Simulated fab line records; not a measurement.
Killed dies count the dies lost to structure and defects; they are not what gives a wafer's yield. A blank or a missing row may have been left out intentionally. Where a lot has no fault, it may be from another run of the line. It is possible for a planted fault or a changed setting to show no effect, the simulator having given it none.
fab line records -- flow sky130
[record] lots = 13, wafers = 39, last-day = 50
route steps=708 shown VT_ADJUST_HVTP@96 VT_ADJUST_LVTN@107 RES_PROTECT@214 POLY_GATE@217 PAD_OPEN@708
lots that met no fault: taken from a fault-free run of the same line
start-h: hours from the record's opening day to when the first of the lot's shown wafers began -- wait-h: how many hours have passed since the lot's step before this one -- " the same as in the row above -- L1.1+2: a row that stands for several wafers -- - no value, or no start was given -- * or withheld: withheld -- < > ~ a bound
route shown NAME@n: names a module that has steps shown in the file, with the first one's number in the route -- usual: mean/standard deviation taken from wafers without a fault -- same: alike in all rows -- chamber/n: place in a boat -- sites: the reading at each site -- _std_site: the standard deviation of these -- _edge_site: the outer-site mean with the inner-site mean subtracted -- radius-mm: how far each site lies from the wafer's centre -- mask NAME#n: copy n -- behind: the last tool/chamber to shape the wafer -- hold: what put the lot on hold/how long, in hours/how the hold closed -- device: names the non-switching transistor (n, p or np) -- end of line: tests of these same wafers at the route's end -- a step given without rows: its recipe and nothing more -- killed: dies lost to structure and defects at the first sort, not the wafer's yield -- map: a wafer's dies, marking killed ones x, the rest . and places with no die _
set.NAME: the run value of the setting; set.NAME@STEP: its run value at that earlier step -- model.NAME: the simulator's own value behind a step, which no gauge read
a sample of lots followed through the steps of the route, with each step as a table and each wafer as a row
services: a tool's chamber out of use, with start hour (start-h, from the record's first day; less than 0 if before it), hours out, and reason
[[steps]]
[step SKY_VT_ADJUST_HVTP_TW_MEAS_11]
[usual] VT_ADJUST_HVTP_TW = 1346/8.3
lot.wafer,tool,chamber,start-h,wait-h,VT_ADJUST_HVTP_TW
L945.1,film-metro-01,-,122.37,0.1,1339
L945.2,film-metro-01,-,122.37,0.1,1337
L945.5,film-metro-01,-,122.37,0.1,1338
L946.2,film-metro-01,-,130.10,0.1,1341
L946.3,film-metro-01,-,130.10,0.1,1340
L946.5,film-metro-01,-,130.10,0.1,1327
L947.2,film-metro-02,-,138.80,0.1,1350
L947.4,film-metro-02,-,138.80,0.1,1338
L947.6,film-metro-02,-,138.80,0.1,1342
L948.1,film-metro-02,-,144.14,0.1,1337
L948.2,film-metro-02,-,144.14,0.1,1340
L948.3,film-metro-02,-,144.14,0.1,1344
L949.2,film-metro-03,-,147.68,0.1,1354
L949.4,film-metro-03,-,147.68,0.1,1355
L949.6,film-metro-03,-,147.68,0.1,1355
L951.2,film-metro-01,-,158.66,0.1,1342
L951.3,film-metro-01,-,158.66,0.1,1340
L951.4,film-metro-01,-,158.66,0.1,1339
L952.1,film-metro-01,-,165.13,0.1,1341
L952.3,film-metro-01,-,165.13,0.1,1341
L952.4,film-metro-01,-,165.13,0.1,1341
L953.1,film-metro-03,-,170.72,0.1,1355
L953.2,film-metro-03,-,170.72,0.1,1354
L953.5,film-metro-03,-,170.72,0.1,1359
L956.1,film-metro-02,-,191.95,0.1,1337
L956.4,film-metro-02,-,191.95,0.1,1341
L956.5,film-metro-02,-,191.95,0.1,1344
L957.2,film-metro-01,-,197.65,0.1,1344
L957.5,film-metro-01,-,197.65,0.1,1339
L957.6,film-metro-01,-,197.65,0.1,1345
L958.3,film-metro-03,-,201.36,0.1,1364
L958.5,film-metro-03,-,201.36,0.1,1355
L958.6,film-metro-03,-,201.36,0.1,1357
L967.1,film-metro-02,-,259.41,0.1,1347
L967.3,film-metro-02,-,259.41,0.1,1341
L967.5,film-metro-02,-,259.41,0.1,1346
L968.1,film-metro-02,-,270.84,0.1,1339
L968.4,film-metro-02,-,270.84,0.1,1344
L968.6,film-metro-02,-,270.84,0.1,1346
[step SKY_VT_ADJUST_LVTN_TW_MEAS_10]
[usual] VT_ADJUST_LVTN_TW = 241.5/2.3
lot.wafer,tool,chamber,start-h,wait-h,VT_ADJUST_LVTN_TW
L945.1,film-metro-03,-,141.13,0.1,239.1
L945.2,film-metro-03,-,141.13,0.1,240.2
L945.5,film-metro-03,-,141.13,0.1,239.3
L946.2,film-metro-03,-,149.94,0.1,240.9
L946.3,film-metro-03,-,149.94,0.1,239.9
L946.5,film-metro-03,-,149.94,0.1,240.9
L947.2,film-metro-01,-,158.24,0.1,238.1
L947.4,film-metro-01,-,158.24,0.1,239.7
L947.6,film-metro-01,-,158.24,0.1,239.6
L948.1,film-metro-04,-,163.97,0.1,245.0
L948.2,film-metro-04,-,163.97,0.1,245.1
L948.3,film-metro-04,-,163.97,0.1,244.6
L949.2,film-metro-04,-,167.53,0.1,244.8
L949.4,film-metro-04,-,167.53,0.1,244.7
L949.6,film-metro-04,-,167.53,0.1,244.6
L951.2,film-metro-04,-,178.54,0.1,243.8
L951.3,film-metro-04,-,178.54,0.1,243.5
L951.4,film-metro-04,-,178.54,0.1,242.0
L952.1,film-metro-03,-,185.02,0.1,240.8
L952.3,film-metro-03,-,185.02,0.1,240.0
L952.4,film-metro-03,-,185.02,0.1,239.9
L953.1,film-metro-01,-,189.47,0.1,237.2
L953.2,film-metro-01,-,189.47,0.1,237.3
L953.5,film-metro-01,-,189.47,0.1,238.2
L956.1,film-metro-03,-,212.67,0.1,241.2
L956.4,film-metro-03,-,212.67,0.1,240.8
L956.5,film-metro-03,-,212.67,0.1,241.9
L957.2,film-metro-04,-,218.75,0.1,245.3
L957.5,film-metro-04,-,218.75,0.1,245.2
L957.6,film-metro-04,-,218.75,0.1,245.3
L958.3,film-metro-03,-,224.54,0.1,240.3
L958.5,film-metro-03,-,224.54,0.1,242.8
L958.6,film-metro-03,-,224.54,0.1,243.0
L967.1,film-metro-03,-,284.37,0.1,241.5
L967.3,film-metro-03,-,284.37,0.1,241.4
L967.5,film-metro-03,-,284.37,0.1,241.5
L968.1,film-metro-03,-,294.98,0.1,240.7
L968.4,film-metro-03,-,294.98,0.1,242.0
L968.6,film-metro-03,-,294.98,0.1,241.7
[step SKY_RES_PROTECT_STRIP_07]
[recipe] chemistry = O2/N2, power-w = 1400, pressure-mtorr = 1500, platen-temp-c = withheld, o2-flow-sccm = 3000, n2-flow-sccm = 300, overash-fraction = 0.5
[usual] drypump-motor-current-A = 5.5/0.34, oes-product-au = 0.518/0.0049, strip-time-to-endpoint-s = 23.30/0.039
lot.wafer,tool,chamber,start-h,wait-h,drypump-motor-current-A,oes-product-au,rf-hours-counter-h,strip-time-to-endpoint-s
L945.1,plasma-asher-04,1,328.79,0.1,4.9,0.523,53,23.31
L945.2,plasma-asher-04,0,328.79,0.1,5.4,0.524,53,23.29
L945.5,plasma-asher-04,1,328.79,0.1,4.9,0.523,-,23.32
L946.2,plasma-asher-04,1,341.68,0.1,4.9,0.524,55,23.32
L946.3,plasma-asher-04,0,341.68,0.1,5.4,0.518,-,23.31
L946.5,plasma-asher-04,0,341.68,0.1,5.4,0.518,-,23.28
L947.2,plasma-asher-02,0,352.37,0.1,5.7,0.526,23,23.31
L947.4,plasma-asher-02,1,352.37,0.1,5.6,0.516,-,23.30
L947.6,plasma-asher-02,0,352.37,0.1,5.7,0.516,-,23.30
L948.1,plasma-asher-02,0,361.29,0.1,5.6,0.524,24,23.26
L948.2,plasma-asher-02,1,361.29,0.1,5.6,0.524,24,23.35
L948.3,plasma-asher-02,1,361.29,0.1,5.6,0.520,-,23.30
L949.2,plasma-asher-04,0,372.03,0.1,5.5,0.519,57,23.26
L949.4,plasma-asher-04,0,372.03,0.1,5.4,0.516,-,23.29
L949.6,plasma-asher-04,1,372.03,0.1,4.9,0.519,-,23.28
L951.2,plasma-asher-04,1,385.74,0.1,4.9,0.525,59,23.27
L951.3,plasma-asher-04,0,385.74,0.1,5.4,0.528,-,23.30
L951.4,plasma-asher-04,1,385.74,0.1,4.9,0.516,-,23.30
L952.1,plasma-asher-04,1,396.99,0.1,4.9,0.519,60,23.30
L952.3,plasma-asher-04,1,396.99,0.1,4.9,0.514,-,23.29
L952.4,plasma-asher-04,0,396.99,0.1,5.4,0.520,-,23.25
L953.1,plasma-asher-04,1,401.09,0.1,4.9,0.510,60,23.28
L953.2,plasma-asher-04,0,401.09,0.1,5.4,0.516,60,23.32
L953.5,plasma-asher-04,0,401.09,0.1,5.4,0.525,-,23.24
L956.1,plasma-asher-04,1,432.24,0.1,4.9,0.513,64,23.27
L956.4,plasma-asher-04,1,432.24,0.1,4.9,0.521,-,23.28
L956.5,plasma-asher-04,1,432.24,0.1,4.9,0.513,-,23.30
L957.2,plasma-asher-02,0,442.93,0.1,5.7,0.522,32,23.32
L957.5,plasma-asher-02,0,442.93,0.1,5.6,0.519,-,23.38
L957.6,plasma-asher-02,1,442.93,0.1,5.6,0.524,-,23.37
L958.3,plasma-asher-01,1,446.72,0.1,5.4,0.515,-,23.26
L958.5,plasma-asher-01,1,446.72,0.1,5.5,0.519,-,23.30
L958.6,plasma-asher-01,0,446.72,0.1,6.0,0.528,-,23.28
L967.1,plasma-asher-01,0,523.82,0.1,5.9,0.521,82,23.38
L967.3,plasma-asher-01,1,523.82,0.1,5.5,0.514,-,23.34
L967.5,plasma-asher-01,1,523.82,0.1,5.5,0.516,-,23.35
L968.1,plasma-asher-01,1,538.54,0.1,5.5,0.514,84,23.27
L968.4,plasma-asher-01,1,538.54,0.1,5.5,0.522,-,23.22
L968.6,plasma-asher-01,1,538.54,0.1,5.5,0.514,-,23.29
[step SKY_POLY_GATE_CVD_03]
[recipe] material = Si3N4, precursor = DCS/NH3, target-thk-nm = 75, temp-c = 770, time-s = 1290, pressure-mtorr = 250
[usual] zone-power-top-pct = 24.2/0.33
lot.wafer,tool,chamber,start-h,wait-h,zone-power-top-pct
L945.1,lpcvd-02,0,329.30,0.3,24.3
L945.2,lpcvd-02,0,329.30,0.3,24.4
L945.5,lpcvd-02,0,329.30,0.3,24.2
L946.2,lpcvd-02,0,341.90,0.0,24.0
L946.3,lpcvd-02,0,341.90,0.0,24.0
L946.5,lpcvd-02,0,341.90,0.0,23.9
L947.2,lpcvd-02,0,354.30,1.7,24.3
L947.4,lpcvd-02,0,354.30,1.7,23.5
L947.6,lpcvd-02,0,354.30,1.7,24.0
L948.1,lpcvd-02,0,363.08,1.6,24.2
L948.2,lpcvd-02,0,363.08,1.6,23.8
L948.3,lpcvd-02,0,363.08,1.6,24.2
L949.2,lpcvd-02,1,373.48,1.2,24.4
L949.4,lpcvd-02,1,373.48,1.2,24.7
L949.6,lpcvd-02,1,373.48,1.2,24.4
L951.2,lpcvd-02,1,386.52,0.6,24.0
L951.3,lpcvd-02,1,386.52,0.6,24.2
L951.4,lpcvd-02,1,386.52,0.6,24.6
L952.1,lpcvd-02,1,398.81,1.6,24.2
L952.3,lpcvd-02,1,398.81,1.6,24.6
L952.4,lpcvd-02,1,398.81,1.6,24.7
L953.1,lpcvd-02,1,401.31,0.0,24.6
L953.2,lpcvd-02,1,401.31,0.0,24.8
L953.5,lpcvd-02,1,401.31,0.0,24.7
L956.1,lpcvd-02,0,432.45,0.0,24.0
L956.4,lpcvd-02,0,432.45,0.0,23.8
L956.5,lpcvd-02,0,432.45,0.0,24.1
L957.2,lpcvd-02,0,443.14,0.0,24.1
L957.5,lpcvd-02,0,443.14,0.0,24.0
L957.6,lpcvd-02,0,443.14,0.0,23.9
L958.3,lpcvd-02,1,446.89,0.0,24.4
L958.5,lpcvd-02,1,446.89,0.0,24.2
L958.6,lpcvd-02,1,446.89,0.0,24.3
L967.1,lpcvd-02,0,524.03,0.0,24.0
L967.3,lpcvd-02,0,524.03,0.0,24.1
L967.5,lpcvd-02,0,524.03,0.0,24.0
L968.1,lpcvd-02,0,538.75,0.0,23.9
L968.4,lpcvd-02,0,538.75,0.0,23.8
L968.6,lpcvd-02,0,538.75,0.0,23.8
[step SKY_POLY_GATE_THK_MEAS_04]
[recipe] reads = Si3N4_of_POLY_GATE_CVD_03
[usual] POLY_GATE_CVD_03_THK = 75.4/0.58
lot.wafer,tool,chamber,start-h,wait-h,hold,POLY_GATE_CVD_03_THK[nm]
L945.1,film-metro-01,-,330.66,0.0,-,76.1
L945.2,film-metro-01,-,330.66,0.0,-,75.8
L945.5,film-metro-01,-,330.66,0.0,-,76.1
L946.2,film-metro-03,-,343.27,0.0,-,75.3
L946.3,film-metro-03,-,343.27,0.0,-,75.8
L946.5,film-metro-03,-,343.27,0.0,-,75.3
L947.2,film-metro-01,-,356.34,0.0,-,76.4
L947.4,film-metro-01,-,356.34,0.0,-,76.3
L947.6,film-metro-01,-,356.34,0.0,-,75.9
L948.1,film-metro-01,-,364.43,0.0,-,74.4
L948.2,film-metro-01,-,364.43,0.0,-,74.8
L948.3,film-metro-01,-,364.43,0.0,-,75.2
L949.2,film-metro-03,-,374.85,0.0,-,76.0
L949.4,film-metro-03,-,374.85,0.0,-,75.5
L949.6,film-metro-03,-,374.85,0.0,-,76.3
L951.2,film-metro-01,-,387.88,0.0,-,75.3
L951.3,film-metro-01,-,387.88,0.0,-,75.3
L951.4,film-metro-01,-,387.88,0.0,-,75.5
L952.1,film-metro-02,-,400.17,0.0,-,75.7
L952.3,film-metro-02,-,400.17,0.0,-,75.6
L952.4,film-metro-02,-,400.17,0.0,-,75.0
L953.1,film-metro-01,-,402.67,0.0,-,74.5
L953.2,film-metro-01,-,402.67,0.0,-,75.4
L953.5,film-metro-01,-,402.67,0.0,-,74.9
L956.1,film-metro-03,-,433.81,0.0,-,76.2
L956.4,film-metro-03,-,433.81,0.0,-,76.1
L956.5,film-metro-03,-,433.81,0.0,-,75.4
L957.2,film-metro-01,-,444.51,0.0,await-dispo/0.2h/release,108.6
L957.5,film-metro-01,-,444.51,0.0,await-dispo/0.2h/release,107.6
L957.6,film-metro-01,-,444.51,0.0,await-dispo/0.2h/release,108.2
L957.2,film-metro-01,-,444.74,0.2,-,108.5
L957.5,film-metro-01,-,444.74,0.2,-,107.6
L957.6,film-metro-01,-,444.74,0.2,-,108.2
L958.3,film-metro-03,-,448.27,0.0,await-dispo/0.2h/release,107.8
L958.5,film-metro-03,-,448.27,0.0,await-dispo/0.2h/release,107.5
L958.6,film-metro-03,-,448.27,0.0,await-dispo/0.2h/release,108.0
L958.3,film-metro-03,-,448.50,0.2,-,107.9
L958.5,film-metro-03,-,448.50,0.2,-,107.4
L958.6,film-metro-03,-,448.50,0.2,-,108.0
L967.1,film-metro-01,-,525.39,0.0,-,75.7
L967.3,film-metro-01,-,525.39,0.0,-,75.2
L967.5,film-metro-01,-,525.39,0.0,-,76.1
L968.1,film-metro-01,-,540.11,0.0,-,75.4
L968.4,film-metro-01,-,540.11,0.0,-,74.9
L968.6,film-metro-01,-,540.11,0.0,-,74.6
[step SKY_PAD_OPEN_PROBE_99]
[usual] defect-limited-yield = 82.2/1.9, killed_at_M0_to_M3 = 44/7.2, killed_at_M4_up = 3.0/1.9, killed-at-contacts = 25/4.8, killed-at-front-end = 16/4.2, killed-at-other = 0.2/0.44, killed-dies = 88/9.3, killed-open = 48/7.1, killed-short = 40/6.5, sort_bin_3_pad_short = 0.9/0.4, sort_bin_5_function = 10.5/1.5, sort_bin_6_memory = 6.5/0.98, sort-n-pass = 404/9.3, sort-yield-pct = 82.2/1.9
[same] gross-dies = 492, killed-at-back-side = 0, sort_bin_4_leakage[%] = 0, sort_bin_8_speed[%] = 0
lot.wafer,tool,chamber,start-h,wait-h,defect-limited-yield[%],killed_at_M0_to_M3,killed_at_M4_up,killed-at-contacts,killed-at-front-end,killed-at-other,killed-dies,killed-open,killed-short,sort_bin_3_pad_short[%],sort_bin_5_function[%],sort_bin_6_memory[%],sort-n-pass,sort-yield-pct[%]
L949.2,prober-01,-,1099.96,0.1,83.3,40,1,25,16,0,82,52,30,1.0,9.1,6.5,410,83.3
L949.4,prober-01,-,1100.06,0.2,81.5,47,3,28,13,0,91,51,40,1.0,10.4,7.1,401,81.5
L949.6,prober-01,-,1100.16,0.2,81.7,45,4,23,18,0,90,53,37,1.0,11.4,5.9,402,81.7
L953.1,prober-02,-,1118.71,0.1,83.3,36,1,28,17,0,82,45,37,1.0,8.3,7.3,410,83.3
L953.2,prober-02,-,1118.76,0.1,78.7,48,6,33,18,0,105,59,46,1.8,12.2,7.3,387,78.7
L953.5,prober-02,-,1118.91,0.2,84.8,33,4,21,17,0,75,42,33,0.8,9.1,5.3,417,84.8
L967.1,prober-01,-,1187.33,0.1,82.9,39,4,24,17,0,84,52,32,0.8,10.8,5.5,408,82.9
L967.3,prober-01,-,1187.43,0.2,83.9,41,0,25,13,0,79,45,34,0.8,9.8,5.5,413,83.9
L967.5,prober-01,-,1187.53,0.2,84.3,34,4,27,12,0,77,34,43,1.0,9.6,5.1,415,84.3
L968.1,prober-01,-,1196.50,0.1,81.9,52,0,20,17,0,89,43,46,1.0,10.4,6.7,403,81.9
L968.4,prober-01,-,1196.65,0.2,82.3,50,8,19,10,0,87,46,41,0.4,9.8,7.5,405,82.3
L968.6,prober-01,-,1196.75,0.2,85.0,39,1,18,16,0,74,45,29,1.0,8.7,5.3,418,85.0
// killed by level:class
L949.2 VIA1:geometric-particle:open=12 CONTACT:geometric-particle:open=11 POLY_GATE:geometric-particle:open=8 LI_CONTACT:geometric-particle:open=6 VIA3:geometric-particle:open=6 METAL1:geometric-particle:short=6 LI_CONTACT:geometric-particle:short=3 METAL2:geometric-particle:short=3
L949.4 CONTACT:geometric-particle:open=11 VIA1:geometric-particle:open=8 LI_CONTACT:geometric-particle:open=7 VIA2:geometric-particle:short=6 METAL2:geometric-particle:short=6 VIA3:geometric-particle:open=6 VIA2:geometric-particle:open=5 POLY_GATE:geometric-particle:short=4
L949.6 VIA2:geometric-particle:open=14 VIA1:geometric-particle:open=8 CONTACT:geometric-particle:open=8 LI_CONTACT:geometric-particle:open=6 VIA3:geometric-particle:short=5 FIELD_ISO:geometric-particle:open=4 POLY_GATE:geometric-particle:open=4 VIA2:geometric-particle:short=4
L953.1 LI_CONTACT:geometric-particle:open=10 VIA1:geometric-particle:short=8 VIA2:geometric-particle:open=8 CONTACT:geometric-particle:short=7 POLY_GATE:geometric-particle:short=6 VIA1:geometric-particle:open=6 CONTACT:geometric-particle:open=5 FIELD_ISO:geometric-particle:open=4
L953.2 CONTACT:geometric-particle:open=13 LI_CONTACT:geometric-particle:open=11 METAL1:geometric-particle:short=11 VIA3:geometric-particle:open=8 FIELD_ISO:geometric-particle:open=6 VIA2:geometric-particle:open=6 METAL2:geometric-particle:short=6 CONTACT:geometric-particle:short=5
L953.5 CONTACT:geometric-particle:open=11 VIA2:geometric-particle:open=6 POLY_GATE:geometric-particle:short=6 VIA1:geometric-particle:open=6 FIELD_ISO:geometric-particle:short=5 METAL1:geometric-particle:short=5 METAL2:geometric-particle:short=5 VIA3:geometric-particle:open=5
L967.1 CONTACT:geometric-particle:open=11 VIA1:geometric-particle:open=9 VIA2:geometric-particle:open=8 LI_CONTACT:geometric-particle:open=6 VIA2:geometric-particle:short=5 FIELD_ISO:geometric-particle:open=4 POLY_GATE:geometric-particle:open=4 METAL2:geometric-particle:short=4
L967.3 CONTACT:geometric-particle:open=14 VIA1:geometric-particle:open=8 VIA1:geometric-particle:short=7 VIA2:geometric-particle:short=6 CONTACT:geometric-particle:short=5 VIA3:geometric-particle:open=5 FIELD_ISO:geometric-particle:open=4 FIELD_ISO:geometric-particle:short=3
L967.5 CONTACT:geometric-particle:open=10 CONTACT:geometric-particle:short=7 VIA2:geometric-particle:short=6 VIA1:geometric-particle:open=6 VIA3:geometric-particle:open=6 VIA1:geometric-particle:short=4 METAL4:geometric-particle:short=4 VIA2:geometric-particle:open=4
L968.1 VIA2:geometric-particle:open=10 METAL1:geometric-particle:short=8 METAL2:geometric-particle:short=8 FIELD_ISO:geometric-particle:open=7 CONTACT:geometric-particle:open=7 VIA2:geometric-particle:short=7 LI_CONTACT:geometric-particle:open=6 VIA1:geometric-particle:open=6
L968.4 LI_CONTACT:geometric-particle:open=12 VIA1:geometric-particle:open=9 METAL4:geometric-particle:short=8 METAL1:geometric-particle:short=8 METAL2:geometric-particle:short=7 VIA2:geometric-particle:open=7 VIA3:geometric-particle:open=7 FIELD_ISO:geometric-particle:short=3
L968.6 CONTACT:geometric-particle:open=8 FIELD_ISO:geometric-particle:short=7 LI_CONTACT:geometric-particle:open=7 VIA1:geometric-particle:open=7 VIA2:geometric-particle:open=7 FIELD_ISO:geometric-particle:open=5 METAL1:geometric-particle:short=5 VIA3:geometric-particle:open=5
[[services]]
tool,chamber,start-h,hours,kind
plasma-asher-01,-,357.99,0.5,repair
plasma-asher-02,-,376.84,2.1,repair
plasma-asher-01,-,415.83,0.4,repair
plasma-asher-01,-,431.53,0.6,repair
lpcvd-02,-,531.10,1.2,repair
plasma-asher-04,-,534.79,4.5,repair
[[key]]
[first-sign] step = SKY_POLY_GATE_THK_MEAS_04, reading = visit, direction = added
[effect] step = SKY_POLY_GATE_THK_MEAS_04, reading = POLY_GATE_CVD_03_THK, direction = up, sigmas = 57, usual = 75.4, struck = 108.0
met-at SKY_POLY_GATE_CVD_03
struck-lots L957,L958
scrapped-behind SKY_POLY_GATE_THK_MEAS_04 L957.2,L957.5,L957.6,L958.3,L958.5,L958.6
not-acting-at SKY_VT_ADJUST_HVTP_TW_MEAS_11,SKY_VT_ADJUST_LVTN_TW_MEAS_10,SKY_RES_PROTECT_STRIP_07
onset-between 432.45 443.14
[fault] kind = process-parameter-drift, tool = lpcvd-02, chamber = -, onset-h = 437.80, steps = SKY_POLY_GATE_CVD_03, channel = target-thk-nm, offset = 32.629, shape = step, end-h = 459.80, acts-in = these-recipes-only, stated = 75
